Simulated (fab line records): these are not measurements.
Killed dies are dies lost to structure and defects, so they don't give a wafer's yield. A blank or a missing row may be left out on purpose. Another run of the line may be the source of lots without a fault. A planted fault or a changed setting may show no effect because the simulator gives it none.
A struck lot beside a sound one | flow sky130 | 15 steps out of a route of 708
Sound: wafers L283.1, L283.3, L283.6. Wafers struck: L288.1, L288.2, L288.4. At the end, the cause is stated.
At each step with rows: each side's tool, then ch and its chambers, then its first start. Under that, the readings that differ: sound wafers | struck wafers | difference of the means | sigmas: that difference in standard deviations of wafers without a fault.
alike: a reading whose means differ by less than 2 such deviations, as well as words and numbers matching on both sides. not compared: withheld readings; readings where some wafer has no value; bounds like >300 that might hide an equal value; numbers whose values overlap and for which the record gives no deviation.
The two part at a step that has a row with sigmas, a row that says differs or no value, or rows on one side only. Numbers that don't overlap but have no deviation are shown without sigmas and don't part them. A reading missing from all wafers of one side parts the sides only when that side holds two or more wafers.

first, 4 steps without rows for these wafers: SKY_LDD_HVN_SOFTBAKE_03 (time 60 s); SKY_LDD_HVN_EXPOSE_04 (exposes mask HVNTM, target cd 700 nm); SKY_LDD_HVN_PEB_05; SKY_LDD_HVN_DEVELOP_06 (develop time 60 s).
SKY_LDD_HVN_OVL_MEAS_07:
  sound on overlay-01, day 24 04:38; struck on overlay-02, day 26 04:53
  alike: LDD_HVN_OVL
next, for these wafers, 1 step has no rows: SKY_LDD_HVN_IMPLANT_08.
SKY_LDD_HVN_STRIP_09: strips in O2/N2.
  sound on plasma_asher-02 ch 0,1, day 24 04:49; struck on plasma_asher-03 ch 0,1, day 26 05:04
  alike: drypump_motor_current_A, oes_product_au, strip_time_to_endpoint_s
  not compared: rf_hours_counter_h
SKY_LDD_HVN_TW_MEAS_10:
  sound on film_metro-03, day 24 04:55; struck on film_metro-03, day 26 05:10
  alike: LDD_HVN_TW
then, 4 steps without rows for these wafers: SKY_LDD_HVP_DEHYDRATE_00 (time 60 s); SKY_LDD_HVP_HMDS_01 (prime time 60 s); SKY_LDD_HVP_COAT_02 (resist thk 300 nm); SKY_LDD_HVP_SOFTBAKE_03 (time 60 s).
SKY_LDD_HVP_EXPOSE_04: exposes mask HVPTM, target cd 700 nm.
  sound on iline_stepper-01 ch 0, day 24 20:20; struck on iline_stepper-01 ch 0, day 26 19:07
  reading | sound                   | struck                           | difference | sigmas
  mask    | HVPTM#0 HVPTM#0 HVPTM#0 | HVPTM_R1#0 HVPTM_R1#0 HVPTM_R1#0 | differs    |
  alike: exposure_dose_mJ_cm2
next, for these wafers, 1 step has no rows: SKY_LDD_HVP_PEB_05.
-- record jumps: 23 days separate the struck wafers' starts on either side; left off in module LDD_HVP, taken up again in module PAD_OPEN, whose first shown step is the route's number 708 --
SKY_PAD_OPEN_PROBE_99:
  the record has rows for the struck wafers here (prober-02, day 49 11:55) and none for the sound ones

== WHERE THEY PART ==
First at SKY_LDD_HVP_EXPOSE_04; last, within this record, at SKY_PAD_OPEN_PROBE_99.

WHY: the cause the simulator had injected
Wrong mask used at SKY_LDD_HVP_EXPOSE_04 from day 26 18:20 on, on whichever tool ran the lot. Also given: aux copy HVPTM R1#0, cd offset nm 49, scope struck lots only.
